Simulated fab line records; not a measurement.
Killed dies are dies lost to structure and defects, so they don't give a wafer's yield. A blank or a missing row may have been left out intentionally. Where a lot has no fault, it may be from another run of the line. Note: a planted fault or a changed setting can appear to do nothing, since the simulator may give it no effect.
Which of the tools did it? | flow gf180mcu | 39 wafers from 13 lots sampled at 3 of the route's 602 steps

## WHAT THE GAUGES SHOWED, per wafer
GF_HV_LDD_CD_MEAS_19 targets a cd of 400 nm. Usual: cdNm at 399.4 nm, with a standard deviation of 2.5.
lot  | measured     | on       | cdNm (nm)         | flag
L728 | day 10 20:15 | cdSem-02 | 399.3 399.7 397.6 | 
L730 | day 11 10:02 | cdSem-01 | 393.6 395.2 392.1 | 
L729 | day 11 14:10 | cdSem-01 | 399.8 401.8 400.7 | 
L732 | day 12 03:54 | cdSem-01 | 400.4 402.8 402.9 | 
L733 | day 12 09:06 | cdSem-02 | 397.3 397.9 397.5 | 
L737 | day 13 15:01 | cdSem-02 | - - -             | OFF
L740 | day 14 15:20 | cdSem-01 | 397.8 399.1 396.7 | 
L745 | day 16 04:27 | cdSem-01 | 401.4 400.6 399.9 | 
L746 | day 16 12:48 | cdSem-01 | 398.1 399.5 395.9 | 
L748 | day 17 08:55 | cdSem-02 | 403.7 403.1 403.8 | 
L749 | day 17 11:29 | cdSem-01 | 399.1 398.3 398.5 | 
L750 | day 17 17:57 | cdSem-02 | 400.6 401.4 401.3 | 
L751 | day 18 06:38 | cdSem-01 | 399.6 397.3 397.4 | 

GF_HV_LDD_TW_MEAS_23. Usual: HV_LDD_2_TW typically reads 1053, with standard deviation 10.
lot  | measured     | on           | HV_LDD_2_TW       | flag
L728 | day 10 20:40 | filmMetro-04 | 1047 1044 1044    | 
L730 | day 11 10:26 | filmMetro-02 | 1055 1052 1055    | 
L729 | day 11 14:37 | filmMetro-02 | 1053 1058 1057    | 
L732 | day 12 04:18 | filmMetro-03 | 1044 1037 1043    | 
L733 | day 12 09:30 | filmMetro-03 | 1035 1040 1041    | 
L737 | day 13 15:23 | filmMetro-02 | 30 30 30 30 30 30 | OFF
L740 | day 14 15:43 | filmMetro-02 | 1068 1061 1066    | 
L745 | day 16 04:51 | filmMetro-02 | 1059 1062 1057    | 
L746 | day 16 13:12 | filmMetro-04 | 1051 1045 1050    | 
L748 | day 17 09:19 | filmMetro-03 | 1034 1027 1031    | 
L749 | day 17 11:53 | filmMetro-04 | 1058 1057 1054    | 
L750 | day 17 18:22 | filmMetro-02 | 1067 1064 1062    | 
L751 | day 18 07:04 | filmMetro-04 | 1053 1053 1043    | 

## TOOL THAT RAN EACH LOT (tool first, then ch and the chambers of the sampled wafers, then the start)
lot  | GF_HV_LDD_EXPOSE_16
L728 | ilineStepper-02 ch 0, day 10 11:21
L730 | ilineStepper-01 ch 0, day 11 01:22
L729 | ilineStepper-01 ch 0, day 11 04:28
L732 | ilineStepper-01 ch 0, day 11 19:06
L733 | ilineStepper-02 ch 0, day 12 00:09
L737 | ilineStepper-02 ch 0, day 13 05:23
L740 | ilineStepper-02 ch 0, day 14 04:55
L745 | ilineStepper-01 ch 0, day 15 17:45
L746 | ilineStepper-01 ch 0, day 16 01:52
L748 | ilineStepper-01 ch 0, day 16 21:23
L749 | ilineStepper-01 ch 0, day 17 00:06
L750 | ilineStepper-02 ch 0, day 17 06:32
L751 | ilineStepper-01 ch 0, day 17 18:46
- GF_HV_LDD_EXPOSE_16: exposes mask Pplus LV AREA, target cd 400 nm.

## AS READ BY THE TOOLS THEMSELVES (means over the sampled wafers that have a number; for cases with no such wafer, the mark the record gives instead)
GF_HV_LDD_EXPOSE_16. Usual: focusOffsetNm at 0.2 nm, with a standard deviation of 0.49.
lot  | tool            | focusOffsetNm (nm) | flag
L728 | ilineStepper-02 | 0.4                | 
L730 | ilineStepper-01 | -0.1               | 
L729 | ilineStepper-01 | 0.5                | 
L732 | ilineStepper-01 | -0.1               | 
L733 | ilineStepper-02 | 0.1                | 
L737 | ilineStepper-02 | -0.1               | 
L740 | ilineStepper-02 | 0.0                | 
L745 | ilineStepper-01 | 0.1                | 
L746 | ilineStepper-01 | 0.3                | 
L748 | ilineStepper-01 | 0.4                | 
L749 | ilineStepper-01 | -0.4               | 
L750 | ilineStepper-02 | 0.4                | 
L751 | ilineStepper-01 | 0.4                | 

## THE ANSWER, worked out from the rows above alone
Rule: lot off if the mean of its wafers having a number is beyond 3 standard deviations from the usual mean. Also off: a lot with no number at a reading for which 4 or more lots have one. The other lots that the step has rows for count as sound. After the gauges, taken in route order, come the tools' own readings; for these a lot's mean is taken, as printed above. At the first step where some lot is off, the reading lying furthest off is the one used; lots without a number count as furthest.
Off: L737 (GF_HV_LDD_CD_MEAS_19, cdNm). Without a number there: L737.
If a tool, at a process step before that reading, ran all the lots that are off and no sound lot after the first of them, it fits. Not tried: the gauges at GF_HV_LDD_CD_MEAS_19; whatever is off there is also off at GF_HV_LDD_TW_MEAS_23, on other tools, and gauge error can't account for it. No candidate that was tried fits.

## WHAT WAS PUT IN BY THE SIMULATOR
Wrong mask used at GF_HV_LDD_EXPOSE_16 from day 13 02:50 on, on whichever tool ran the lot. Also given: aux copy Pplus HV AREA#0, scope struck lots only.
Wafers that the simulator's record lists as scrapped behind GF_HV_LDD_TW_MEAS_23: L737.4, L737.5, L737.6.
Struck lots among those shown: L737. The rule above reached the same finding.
